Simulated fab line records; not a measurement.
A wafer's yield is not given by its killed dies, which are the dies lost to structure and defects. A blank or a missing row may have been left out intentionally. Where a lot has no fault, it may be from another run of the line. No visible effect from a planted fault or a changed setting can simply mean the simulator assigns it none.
fab line records / flow gf180mcu
record: lots: 10 wafers: 30 last-day: 34
route steps=602 shown DNWELL@41 LVPWELL@58 VT_IMPLANT@110 HV_LDD@223
lots that met no fault: taken from a fault-free run of the same line
start-h: start of the lot's first displayed wafer, in hours after the record's first day / wait-h: how many hours have passed since the lot's step before this one / " as in the row above / L1.1+2: one row covering several wafers at once / - no value, or no start given / * or withheld: withheld / < > ~ a bound
route shown NAME@n: a module of which the file shows steps, and the number in the route of the first / usual: mean and standard deviation over wafers with no fault / same: alike in all rows / chamber/n: place in a boat / sites: readings site by site / _std_site: the standard deviation of these / _edge_site: mean of outer sites minus mean of inner sites / radius-mm: how far each site lies from the wafer's centre / mask NAME#n: copy n / behind: the tool/chamber that last shaped the wafer / hold: why the lot went on hold/how many hours it stayed there/how the hold came to an end / device: the transistor (n, p or np) that didn't switch / end of line: tests run on the same wafers once the route is complete / where a step has no rows: the recipe by itself / killed: not the wafer's yield, but the dies lost to structure and defects at the first sort / map: a wafer's dies, marking killed ones x, the rest . and places with no die _
set.NAME: the run value of the setting; set.NAME@STEP: its run value at that earlier step / model.NAME: the simulator's own value behind a step, which no gauge read
steps of the route over a sample of lots; a table a step, a row a wafer
services: from which hour (start-h, from the record's first day; less than 0 if before it) a tool's chamber was out of use, for how many hours, and why
== steps ==
step: GF_DNWELL_TW_MEAS_09
usual: DNWELL_TW: 1345/12
lot.wafer=L818.2 tool=film-metro-01 chamber=- start-h=43.41 wait-h=0.1 DNWELL_TW=1338
lot.wafer=L818.3 tool=film-metro-01 chamber=- start-h=43.41 wait-h=0.1 DNWELL_TW=1336
lot.wafer=L818.6 tool=film-metro-01 chamber=- start-h=43.41 wait-h=0.1 DNWELL_TW=1330
lot.wafer=L819.1 tool=film-metro-03 chamber=- start-h=48.40 wait-h=0.1 DNWELL_TW=1345
lot.wafer=L819.3 tool=film-metro-03 chamber=- start-h=48.40 wait-h=0.1 DNWELL_TW=1337
lot.wafer=L819.6 tool=film-metro-03 chamber=- start-h=48.40 wait-h=0.1 DNWELL_TW=1339
lot.wafer=L823.1 tool=film-metro-03 chamber=- start-h=68.08 wait-h=0.1 DNWELL_TW=1344
lot.wafer=L823.4 tool=film-metro-03 chamber=- start-h=68.08 wait-h=0.1 DNWELL_TW=1341
lot.wafer=L823.6 tool=film-metro-03 chamber=- start-h=68.08 wait-h=0.1 DNWELL_TW=1356
lot.wafer=L828.1 tool=film-metro-03 chamber=- start-h=96.65 wait-h=0.1 DNWELL_TW=1349
lot.wafer=L828.4 tool=film-metro-03 chamber=- start-h=96.65 wait-h=0.1 DNWELL_TW=1344
lot.wafer=L828.5 tool=film-metro-03 chamber=- start-h=96.65 wait-h=0.1 DNWELL_TW=1353
lot.wafer=L829.2 tool=film-metro-01 chamber=- start-h=101.59 wait-h=0.1 DNWELL_TW=1338
lot.wafer=L829.3 tool=film-metro-01 chamber=- start-h=101.59 wait-h=0.1 DNWELL_TW=1326
lot.wafer=L829.4 tool=film-metro-01 chamber=- start-h=101.59 wait-h=0.1 DNWELL_TW=1342
lot.wafer=L833.1 tool=film-metro-03 chamber=- start-h=122.80 wait-h=0.1 DNWELL_TW=1355
lot.wafer=L833.2 tool=film-metro-03 chamber=- start-h=122.80 wait-h=0.1 DNWELL_TW=1345
lot.wafer=L833.6 tool=film-metro-03 chamber=- start-h=122.80 wait-h=0.1 DNWELL_TW=1347
lot.wafer=L836.1 tool=film-metro-01 chamber=- start-h=140.13 wait-h=0.1 DNWELL_TW=1328
lot.wafer=L836.4 tool=film-metro-01 chamber=- start-h=140.13 wait-h=0.1 DNWELL_TW=1332
lot.wafer=L836.6 tool=film-metro-01 chamber=- start-h=140.13 wait-h=0.1 DNWELL_TW=1333
lot.wafer=L837.1 tool=film-metro-01 chamber=- start-h=144.70 wait-h=0.1 DNWELL_TW=1326
lot.wafer=L837.5 tool=film-metro-01 chamber=- start-h=144.70 wait-h=0.1 DNWELL_TW=1331
lot.wafer=L837.6 tool=film-metro-01 chamber=- start-h=144.70 wait-h=0.1 DNWELL_TW=1329
lot.wafer=L838.1 tool=film-metro-02 chamber=- start-h=151.58 wait-h=0.1 DNWELL_TW=1359
lot.wafer=L838.3 tool=film-metro-02 chamber=- start-h=151.58 wait-h=0.1 DNWELL_TW=1348
lot.wafer=L838.4 tool=film-metro-02 chamber=- start-h=151.58 wait-h=0.1 DNWELL_TW=1348
lot.wafer=L839.2 tool=film-metro-01 chamber=- start-h=154.94 wait-h=0.1 DNWELL_TW=1337
lot.wafer=L839.3 tool=film-metro-01 chamber=- start-h=154.94 wait-h=0.1 DNWELL_TW=1327
lot.wafer=L839.6 tool=film-metro-01 chamber=- start-h=154.94 wait-h=0.1 DNWELL_TW=1338
step: GF_LVPWELL_EXPOSE_04
recipe: mask-id: LVPWELL target-cd-nm: 600 na: 0.6 source-shape: conventional sigma-outer: 0.6 dose-mj: 260
usual: exposure-dose-mJ-cm2: 260.04/0.25
lot.wafer=L818.2 tool=iline-stepper-01 chamber=0 start-h=63.40 wait-h=- mask=LVPWELL#0 exposure-dose-mJ-cm2=259.91
lot.wafer=L818.3 tool=iline-stepper-01 chamber=0 start-h=63.40 wait-h=- mask=LVPWELL#0 exposure-dose-mJ-cm2=260.42
lot.wafer=L818.6 tool=iline-stepper-01 chamber=0 start-h=63.40 wait-h=- mask=LVPWELL#0 exposure-dose-mJ-cm2=259.67
lot.wafer=L819.1 tool=iline-stepper-02 chamber=0 start-h=68.18 wait-h=- mask=LVPWELL#0 exposure-dose-mJ-cm2=260.35
lot.wafer=L819.3 tool=iline-stepper-02 chamber=0 start-h=68.18 wait-h=- mask=LVPWELL#0 exposure-dose-mJ-cm2=260.48
lot.wafer=L819.6 tool=iline-stepper-02 chamber=0 start-h=68.18 wait-h=- mask=LVPWELL#0 exposure-dose-mJ-cm2=260.24
lot.wafer=L823.1 tool=iline-stepper-02 chamber=0 start-h=88.16 wait-h=- mask=LVPWELL#0 exposure-dose-mJ-cm2=260.17
lot.wafer=L823.4 tool=iline-stepper-02 chamber=0 start-h=88.16 wait-h=- mask=LVPWELL#0 exposure-dose-mJ-cm2=260.01
lot.wafer=L823.6 tool=iline-stepper-02 chamber=0 start-h=88.16 wait-h=- mask=LVPWELL#0 exposure-dose-mJ-cm2=259.97
lot.wafer=L828.1 tool=iline-stepper-02 chamber=0 start-h=119.13 wait-h=- mask=LVPWELL#0 exposure-dose-mJ-cm2=260.29
lot.wafer=L828.4 tool=iline-stepper-02 chamber=0 start-h=119.13 wait-h=- mask=LVPWELL#0 exposure-dose-mJ-cm2=260.26
lot.wafer=L828.5 tool=iline-stepper-02 chamber=0 start-h=119.13 wait-h=- mask=LVPWELL#0 exposure-dose-mJ-cm2=260.35
lot.wafer=L829.2 tool=iline-stepper-02 chamber=0 start-h=123.83 wait-h=- mask=LVPWELL#0 exposure-dose-mJ-cm2=260.00
lot.wafer=L829.3 tool=iline-stepper-02 chamber=0 start-h=123.83 wait-h=- mask=LVPWELL#0 exposure-dose-mJ-cm2=260.50
lot.wafer=L829.4 tool=iline-stepper-02 chamber=0 start-h=123.83 wait-h=- mask=LVPWELL#0 exposure-dose-mJ-cm2=260.34
lot.wafer=L833.1 tool=iline-stepper-01 chamber=0 start-h=146.13 wait-h=- mask=LVPWELL#0 exposure-dose-mJ-cm2=260.35
lot.wafer=L833.2 tool=iline-stepper-01 chamber=0 start-h=146.13 wait-h=- mask=LVPWELL#0 exposure-dose-mJ-cm2=260.21
lot.wafer=L833.6 tool=iline-stepper-01 chamber=0 start-h=146.13 wait-h=- mask=LVPWELL#0 exposure-dose-mJ-cm2=259.78
lot.wafer=L836.1 tool=iline-stepper-01 chamber=0 start-h=164.10 wait-h=- mask=LVPWELL#0 exposure-dose-mJ-cm2=259.88
lot.wafer=L836.4 tool=iline-stepper-01 chamber=0 start-h=164.10 wait-h=- mask=LVPWELL#0 exposure-dose-mJ-cm2=260.12
lot.wafer=L836.6 tool=iline-stepper-01 chamber=0 start-h=164.10 wait-h=- mask=LVPWELL#0 exposure-dose-mJ-cm2=259.86
lot.wafer=L837.1 tool=iline-stepper-01 chamber=0 start-h=169.55 wait-h=- mask=LVPWELL#0 exposure-dose-mJ-cm2=260.33
lot.wafer=L837.5 tool=iline-stepper-01 chamber=0 start-h=169.55 wait-h=- mask=LVPWELL#0 exposure-dose-mJ-cm2=260.14
lot.wafer=L837.6 tool=iline-stepper-01 chamber=0 start-h=169.55 wait-h=- mask=LVPWELL#0 exposure-dose-mJ-cm2=260.19
lot.wafer=L838.1 tool=iline-stepper-01 chamber=0 start-h=176.23 wait-h=- mask=LVPWELL#0 exposure-dose-mJ-cm2=260.21
lot.wafer=L838.3 tool=iline-stepper-01 chamber=0 start-h=176.23 wait-h=- mask=LVPWELL#0 exposure-dose-mJ-cm2=260.12
lot.wafer=L838.4 tool=iline-stepper-01 chamber=0 start-h=176.23 wait-h=- mask=LVPWELL#0 exposure-dose-mJ-cm2=259.63
lot.wafer=L839.2 tool=iline-stepper-01 chamber=0 start-h=179.97 wait-h=- mask=LVPWELL#0 exposure-dose-mJ-cm2=260.26
lot.wafer=L839.3 tool=iline-stepper-01 chamber=0 start-h=179.97 wait-h=- mask=LVPWELL#0 exposure-dose-mJ-cm2=260.07
lot.wafer=L839.6 tool=iline-stepper-01 chamber=0 start-h=179.97 wait-h=- mask=LVPWELL#0 exposure-dose-mJ-cm2=260.12
step: GF_LVPWELL_OVL_MEAS_07
usual: LVPWELL_OVL: -0.7/1.5
lot.wafer=L818.2 tool=overlay-02 chamber=- start-h=68.76 wait-h=- LVPWELL_OVL[nm]=-0.7
lot.wafer=L818.3 tool=overlay-02 chamber=- start-h=68.76 wait-h=- LVPWELL_OVL[nm]=-0.4
lot.wafer=L818.6 tool=overlay-02 chamber=- start-h=68.76 wait-h=- LVPWELL_OVL[nm]=-1.4
lot.wafer=L819.1 tool=overlay-01 chamber=- start-h=74.41 wait-h=- LVPWELL_OVL[nm]=-2.0
lot.wafer=L819.3 tool=overlay-01 chamber=- start-h=74.41 wait-h=- LVPWELL_OVL[nm]=-2.8
lot.wafer=L819.6 tool=overlay-01 chamber=- start-h=74.41 wait-h=- LVPWELL_OVL[nm]=-2.6
lot.wafer=L823.1 tool=overlay-02 chamber=- start-h=94.71 wait-h=- LVPWELL_OVL[nm]=-1.1
lot.wafer=L823.4 tool=overlay-02 chamber=- start-h=94.71 wait-h=- LVPWELL_OVL[nm]=0.2
lot.wafer=L823.6 tool=overlay-02 chamber=- start-h=94.71 wait-h=- LVPWELL_OVL[nm]=0.1
lot.wafer=L828.1 tool=overlay-02 chamber=- start-h=126.66 wait-h=- LVPWELL_OVL[nm]=203.8
lot.wafer=L828.4 tool=overlay-02 chamber=- start-h=126.66 wait-h=- LVPWELL_OVL[nm]=205.0
lot.wafer=L828.5 tool=overlay-02 chamber=- start-h=126.66 wait-h=- LVPWELL_OVL[nm]=204.7
lot.wafer=L829.2 tool=overlay-02 chamber=- start-h=130.71 wait-h=- LVPWELL_OVL[nm]=205.5
lot.wafer=L829.3 tool=overlay-02 chamber=- start-h=130.71 wait-h=- LVPWELL_OVL[nm]=205.4
lot.wafer=L829.4 tool=overlay-02 chamber=- start-h=130.71 wait-h=- LVPWELL_OVL[nm]=207.1
lot.wafer=L833.1 tool=overlay-01 chamber=- start-h=153.81 wait-h=- LVPWELL_OVL[nm]=0.9
lot.wafer=L833.2 tool=overlay-01 chamber=- start-h=153.81 wait-h=- LVPWELL_OVL[nm]=-0.5
lot.wafer=L833.6 tool=overlay-01 chamber=- start-h=153.81 wait-h=- LVPWELL_OVL[nm]=-1.2
lot.wafer=L836.1 tool=overlay-02 chamber=- start-h=172.13 wait-h=- LVPWELL_OVL[nm]=-1.5
lot.wafer=L836.4 tool=overlay-02 chamber=- start-h=172.13 wait-h=- LVPWELL_OVL[nm]=-0.7
lot.wafer=L836.6 tool=overlay-02 chamber=- start-h=172.13 wait-h=- LVPWELL_OVL[nm]=-1.9
lot.wafer=L837.1 tool=overlay-02 chamber=- start-h=177.88 wait-h=- LVPWELL_OVL[nm]=2.2
lot.wafer=L837.5 tool=overlay-02 chamber=- start-h=177.88 wait-h=- LVPWELL_OVL[nm]=0.7
lot.wafer=L837.6 tool=overlay-02 chamber=- start-h=177.88 wait-h=- LVPWELL_OVL[nm]=2.0
lot.wafer=L838.1 tool=overlay-02 chamber=- start-h=184.45 wait-h=- LVPWELL_OVL[nm]=0.6
lot.wafer=L838.3 tool=overlay-02 chamber=- start-h=184.45 wait-h=- LVPWELL_OVL[nm]=0.6
lot.wafer=L838.4 tool=overlay-02 chamber=- start-h=184.45 wait-h=- LVPWELL_OVL[nm]=0.9
lot.wafer=L839.2 tool=overlay-01 chamber=- start-h=187.76 wait-h=- LVPWELL_OVL[nm]=-1.4
lot.wafer=L839.3 tool=overlay-01 chamber=- start-h=187.76 wait-h=- LVPWELL_OVL[nm]=0.0
lot.wafer=L839.6 tool=overlay-01 chamber=- start-h=187.76 wait-h=- LVPWELL_OVL[nm]=-1.0
step: GF_VT_IMPLANT_STRIP_20
recipe: chemistry: O2/N2 power-w: 1400 pressure-mtorr: 1500 platen-temp-c: 250 o2-flow-sccm: 3000 n2-flow-sccm: 300 overash-fraction: 0.5
usual: drypump-motor-current-A: 5.9/0.59 heater-power-w: 338/20 oes-product-au: 0.716/0.0041 platen-temp-c: 250.00/0.18 strip-time-to-endpoint-s: 12.62/0.037
lot.wafer=L818.2 tool=plasma-asher-02 chamber=1 start-h=126.49 wait-h=0.1 drypump-motor-current-A=6.2 heater-power-w=355 oes-product-au=0.709 platen-temp-c=249.82 rf-hours-counter-h=45 strip-time-to-endpoint-s=12.64
lot.wafer=L818.3 tool=plasma-asher-02 chamber=1 start-h=126.49 wait-h=0.1 drypump-motor-current-A=6.2 heater-power-w=360 oes-product-au=0.717 platen-temp-c=250.15 rf-hours-counter-h=- strip-time-to-endpoint-s=12.65
lot.wafer=L818.6 tool=plasma-asher-02 chamber=0 start-h=126.49 wait-h=0.1 drypump-motor-current-A=5.6 heater-power-w=325 oes-product-au=0.710 platen-temp-c=249.84 rf-hours-counter-h=- strip-time-to-endpoint-s=12.60
lot.wafer=L819.1 tool=plasma-asher-04 chamber=1 start-h=132.80 wait-h=0.1 drypump-motor-current-A=4.8 heater-power-w=357 oes-product-au=0.720 platen-temp-c=250.11 rf-hours-counter-h=2 strip-time-to-endpoint-s=12.66
lot.wafer=L819.3 tool=plasma-asher-04 chamber=0 start-h=132.80 wait-h=0.1 drypump-motor-current-A=6.7 heater-power-w=334 oes-product-au=0.721 platen-temp-c=250.12 rf-hours-counter-h=- strip-time-to-endpoint-s=12.67
lot.wafer=L819.6 tool=plasma-asher-04 chamber=0 start-h=132.80 wait-h=0.1 drypump-motor-current-A=6.7 heater-power-w=326 oes-product-au=0.712 platen-temp-c=249.79 rf-hours-counter-h=- strip-time-to-endpoint-s=12.67
lot.wafer=L823.1 tool=plasma-asher-03 chamber=1 start-h=156.81 wait-h=0.1 drypump-motor-current-A=6.0 heater-power-w=310 oes-product-au=0.711 platen-temp-c=249.93 rf-hours-counter-h=51 strip-time-to-endpoint-s=12.69
lot.wafer=L823.4 tool=plasma-asher-03 chamber=1 start-h=156.81 wait-h=0.1 drypump-motor-current-A=6.0 heater-power-w=306 oes-product-au=0.714 platen-temp-c=249.88 rf-hours-counter-h=- strip-time-to-endpoint-s=12.70
lot.wafer=L823.6 tool=plasma-asher-03 chamber=1 start-h=156.81 wait-h=0.1 drypump-motor-current-A=6.0 heater-power-w=304 oes-product-au=0.712 platen-temp-c=249.90 rf-hours-counter-h=- strip-time-to-endpoint-s=12.75
lot.wafer=L828.1 tool=plasma-asher-03 chamber=0 start-h=191.86 wait-h=0.1 drypump-motor-current-A=6.7 heater-power-w=358 oes-product-au=0.717 platen-temp-c=249.75 rf-hours-counter-h=55 strip-time-to-endpoint-s=12.60
lot.wafer=L828.4 tool=plasma-asher-03 chamber=0 start-h=191.86 wait-h=0.1 drypump-motor-current-A=6.6 heater-power-w=363 oes-product-au=0.717 platen-temp-c=249.98 rf-hours-counter-h=- strip-time-to-endpoint-s=12.61
lot.wafer=L828.5 tool=plasma-asher-03 chamber=1 start-h=191.86 wait-h=0.1 drypump-motor-current-A=6.0 heater-power-w=294 oes-product-au=0.720 platen-temp-c=250.42 rf-hours-counter-h=- strip-time-to-endpoint-s=12.64
lot.wafer=L829.2 tool=plasma-asher-03 chamber=0 start-h=195.85 wait-h=0.1 drypump-motor-current-A=6.6 heater-power-w=356 oes-product-au=0.723 platen-temp-c=249.95 rf-hours-counter-h=55 strip-time-to-endpoint-s=12.60
lot.wafer=L829.3 tool=plasma-asher-03 chamber=0 start-h=195.85 wait-h=0.1 drypump-motor-current-A=6.6 heater-power-w=353 oes-product-au=0.708 platen-temp-c=250.14 rf-hours-counter-h=- strip-time-to-endpoint-s=12.60
lot.wafer=L829.4 tool=plasma-asher-03 chamber=1 start-h=195.85 wait-h=0.1 drypump-motor-current-A=6.0 heater-power-w=318 oes-product-au=0.713 platen-temp-c=250.11 rf-hours-counter-h=- strip-time-to-endpoint-s=12.62
lot.wafer=L833.1 tool=plasma-asher-02 chamber=1 start-h=222.81 wait-h=0.1 drypump-motor-current-A=6.2 heater-power-w=363 oes-product-au=0.722 platen-temp-c=250.09 rf-hours-counter-h=55 strip-time-to-endpoint-s=12.59
lot.wafer=L833.2 tool=plasma-asher-02 chamber=0 start-h=222.81 wait-h=0.1 drypump-motor-current-A=5.6 heater-power-w=319 oes-product-au=0.707 platen-temp-c=250.07 rf-hours-counter-h=55 strip-time-to-endpoint-s=12.61
lot.wafer=L833.6 tool=plasma-asher-02 chamber=0 start-h=222.81 wait-h=0.1 drypump-motor-current-A=5.6 heater-power-w=318 oes-product-au=0.716 platen-temp-c=249.89 rf-hours-counter-h=- strip-time-to-endpoint-s=12.58
lot.wafer=L836.1 tool=plasma-asher-03 chamber=1 start-h=241.00 wait-h=0.1 drypump-motor-current-A=6.0 heater-power-w=310 oes-product-au=0.721 platen-temp-c=249.89 rf-hours-counter-h=61 strip-time-to-endpoint-s=12.61
lot.wafer=L836.4 tool=plasma-asher-03 chamber=0 start-h=241.00 wait-h=0.1 drypump-motor-current-A=6.7 heater-power-w=360 oes-product-au=0.718 platen-temp-c=249.83 rf-hours-counter-h=- strip-time-to-endpoint-s=12.61
lot.wafer=L836.6 tool=plasma-asher-03 chamber=0 start-h=241.00 wait-h=0.1 drypump-motor-current-A=6.6 heater-power-w=351 oes-product-au=0.708 platen-temp-c=249.78 rf-hours-counter-h=- strip-time-to-endpoint-s=12.58
lot.wafer=L837.1 tool=plasma-asher-02 chamber=0 start-h=248.56 wait-h=0.1 drypump-motor-current-A=5.6 heater-power-w=316 oes-product-au=0.715 platen-temp-c=249.80 rf-hours-counter-h=59 strip-time-to-endpoint-s=12.60
lot.wafer=L837.5 tool=plasma-asher-02 chamber=1 start-h=248.56 wait-h=0.1 drypump-motor-current-A=6.2 heater-power-w=351 oes-product-au=0.712 platen-temp-c=249.89 rf-hours-counter-h=- strip-time-to-endpoint-s=12.57
lot.wafer=L837.6 tool=plasma-asher-02 chamber=0 start-h=248.56 wait-h=0.1 drypump-motor-current-A=5.6 heater-power-w=311 oes-product-au=0.716 platen-temp-c=249.60 rf-hours-counter-h=- strip-time-to-endpoint-s=12.61
lot.wafer=L838.1 tool=plasma-asher-04 chamber=0 start-h=255.84 wait-h=0.1 drypump-motor-current-A=6.7 heater-power-w=320 oes-product-au=0.719 platen-temp-c=250.08 rf-hours-counter-h=10 strip-time-to-endpoint-s=12.61
lot.wafer=L838.3 tool=plasma-asher-04 chamber=0 start-h=255.84 wait-h=0.1 drypump-motor-current-A=6.7 heater-power-w=326 oes-product-au=0.714 platen-temp-c=249.87 rf-hours-counter-h=- strip-time-to-endpoint-s=12.63
lot.wafer=L838.4 tool=plasma-asher-04 chamber=1 start-h=255.84 wait-h=0.1 drypump-motor-current-A=4.7 heater-power-w=363 oes-product-au=0.719 platen-temp-c=249.94 rf-hours-counter-h=- strip-time-to-endpoint-s=12.59
lot.wafer=L839.2 tool=plasma-asher-04 chamber=0 start-h=260.16 wait-h=0.1 drypump-motor-current-A=6.7 heater-power-w=330 oes-product-au=0.719 platen-temp-c=249.94 rf-hours-counter-h=10 strip-time-to-endpoint-s=12.59
lot.wafer=L839.3 tool=plasma-asher-04 chamber=0 start-h=260.16 wait-h=0.1 drypump-motor-current-A=6.7 heater-power-w=326 oes-product-au=0.707 platen-temp-c=250.07 rf-hours-counter-h=- strip-time-to-endpoint-s=12.61
lot.wafer=L839.6 tool=plasma-asher-04 chamber=1 start-h=260.16 wait-h=0.1 drypump-motor-current-A=4.7 heater-power-w=366 oes-product-au=0.721 platen-temp-c=250.03 rf-hours-counter-h=- strip-time-to-endpoint-s=12.58
step: GF_HV_LDD_OVL_MEAS_47
usual: HV_LDD_03_OVL: 0.2/1.6
lot.wafer=L818.2 tool=overlay-02 chamber=- start-h=273.82 wait-h=0.1 HV_LDD_03_OVL[nm]=-0.5
lot.wafer=L818.3 tool=overlay-02 chamber=- start-h=273.82 wait-h=0.1 HV_LDD_03_OVL[nm]=1.1
lot.wafer=L818.6 tool=overlay-02 chamber=- start-h=273.82 wait-h=0.1 HV_LDD_03_OVL[nm]=0.7
lot.wafer=L819.1 tool=overlay-01 chamber=- start-h=282.17 wait-h=0.1 HV_LDD_03_OVL[nm]=-1.3
lot.wafer=L819.3 tool=overlay-01 chamber=- start-h=282.17 wait-h=0.1 HV_LDD_03_OVL[nm]=-2.0
lot.wafer=L819.6 tool=overlay-01 chamber=- start-h=282.17 wait-h=0.1 HV_LDD_03_OVL[nm]=-1.8
lot.wafer=L823.1 tool=overlay-02 chamber=- start-h=310.20 wait-h=0.1 HV_LDD_03_OVL[nm]=0.3
lot.wafer=L823.4 tool=overlay-02 chamber=- start-h=310.20 wait-h=0.1 HV_LDD_03_OVL[nm]=-2.2
lot.wafer=L823.6 tool=overlay-02 chamber=- start-h=310.20 wait-h=0.1 HV_LDD_03_OVL[nm]=0.2
lot.wafer=L828.1 tool=overlay-02 chamber=- start-h=356.75 wait-h=0.1 HV_LDD_03_OVL[nm]=-1.6
lot.wafer=L828.4 tool=overlay-02 chamber=- start-h=356.75 wait-h=0.1 HV_LDD_03_OVL[nm]=-1.3
lot.wafer=L828.5 tool=overlay-02 chamber=- start-h=356.75 wait-h=0.1 HV_LDD_03_OVL[nm]=-1.7
lot.wafer=L829.2 tool=overlay-02 chamber=- start-h=363.23 wait-h=0.1 HV_LDD_03_OVL[nm]=0.7
lot.wafer=L829.3 tool=overlay-02 chamber=- start-h=363.23 wait-h=0.1 HV_LDD_03_OVL[nm]=2.3
lot.wafer=L829.4 tool=overlay-02 chamber=- start-h=363.23 wait-h=0.1 HV_LDD_03_OVL[nm]=0.9
lot.wafer=L833.1 tool=overlay-01 chamber=- start-h=397.84 wait-h=0.1 HV_LDD_03_OVL[nm]=0.0
lot.wafer=L833.2 tool=overlay-01 chamber=- start-h=397.84 wait-h=0.1 HV_LDD_03_OVL[nm]=1.5
lot.wafer=L833.6 tool=overlay-01 chamber=- start-h=397.84 wait-h=0.1 HV_LDD_03_OVL[nm]=0.9
lot.wafer=L836.1 tool=overlay-02 chamber=- start-h=419.26 wait-h=0.1 HV_LDD_03_OVL[nm]=0.3
lot.wafer=L836.4 tool=overlay-02 chamber=- start-h=419.26 wait-h=0.1 HV_LDD_03_OVL[nm]=1.8
lot.wafer=L836.6 tool=overlay-02 chamber=- start-h=419.26 wait-h=0.1 HV_LDD_03_OVL[nm]=3.1
lot.wafer=L837.1 tool=overlay-01 chamber=- start-h=432.44 wait-h=0.1 HV_LDD_03_OVL[nm]=0.1
lot.wafer=L837.5 tool=overlay-01 chamber=- start-h=432.44 wait-h=0.1 HV_LDD_03_OVL[nm]=0.9
lot.wafer=L837.6 tool=overlay-01 chamber=- start-h=432.44 wait-h=0.1 HV_LDD_03_OVL[nm]=0.9
lot.wafer=L838.1 tool=overlay-01 chamber=- start-h=440.43 wait-h=0.1 HV_LDD_03_OVL[nm]=0.4
lot.wafer=L838.3 tool=overlay-01 chamber=- start-h=440.43 wait-h=0.1 HV_LDD_03_OVL[nm]=1.4
lot.wafer=L838.4 tool=overlay-01 chamber=- start-h=440.43 wait-h=0.1 HV_LDD_03_OVL[nm]=0.6
lot.wafer=L839.2 tool=overlay-01 chamber=- start-h=445.18 wait-h=0.1 HV_LDD_03_OVL[nm]=2.5
lot.wafer=L839.3 tool=overlay-01 chamber=- start-h=445.18 wait-h=0.1 HV_LDD_03_OVL[nm]=2.1
lot.wafer=L839.6 tool=overlay-01 chamber=- start-h=445.18 wait-h=0.1 HV_LDD_03_OVL[nm]=2.3
== services ==
tool=plasma-asher-04 chamber=- start-h=73.45 hours=4.0 kind=repair
tool=plasma-asher-04 chamber=- start-h=108.75 hours=9.0 kind=pm
tool=plasma-asher-04 chamber=0 start-h=108.75 hours=9.0 kind=vent-cycle
tool=plasma-asher-04 chamber=1 start-h=108.75 hours=9.0 kind=vent-cycle
tool=iline-stepper-01 chamber=- start-h=109.00 hours=14.9 kind=repair
tool=plasma-asher-04 chamber=0 start-h=117.75 hours=- kind=clean
tool=plasma-asher-04 chamber=1 start-h=117.75 hours=- kind=clean
tool=iline-stepper-02 chamber=- start-h=125.18 hours=1.7 kind=pm
tool=plasma-asher-02 chamber=- start-h=129.00 hours=3.3 kind=repair
tool=iline-stepper-01 chamber=- start-h=136.21 hours=6.0 kind=repair
tool=iline-stepper-02 chamber=- start-h=177.42 hours=2.9 kind=repair
tool=iline-stepper-02 chamber=- start-h=185.17 hours=2.1 kind=pm
tool=iline-stepper-02 chamber=- start-h=187.25 hours=- kind=consumable-replace:lamp
tool=plasma-asher-04 chamber=- start-h=209.91 hours=45.2 kind=pm
tool=iline-stepper-01 chamber=- start-h=229.33 hours=11.4 kind=repair
== key ==
first-sign: step: GF_LVPWELL_OVL_MEAS_07 reading: LVPWELL_OVL direction: up sigmas: 99+ usual: -0.7 struck: 205.2
effect none on later readings
met-at GF_LVPWELL_EXPOSE_04
struck-lots L828,L829
tester-left-out L828,L829
not-acting-at GF_DNWELL_TW_MEAS_09,GF_VT_IMPLANT_STRIP_20,GF_HV_LDD_OVL_MEAS_47
onset-between 88.16 119.13
fault: kind: scanner-matching-overlay tool: iline-stepper-02 chamber: - onset-h: 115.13 steps: GF_LVPWELL_EXPOSE_04 offset: 205.69
tester-left-out: of these lots the tester's yield and bins aren't shown, on N5 and GAA mostly nor the transistor test; their killed dies are dies lost to structure and defects alone, not to doping, threshold or leakage, so they don't give the yield
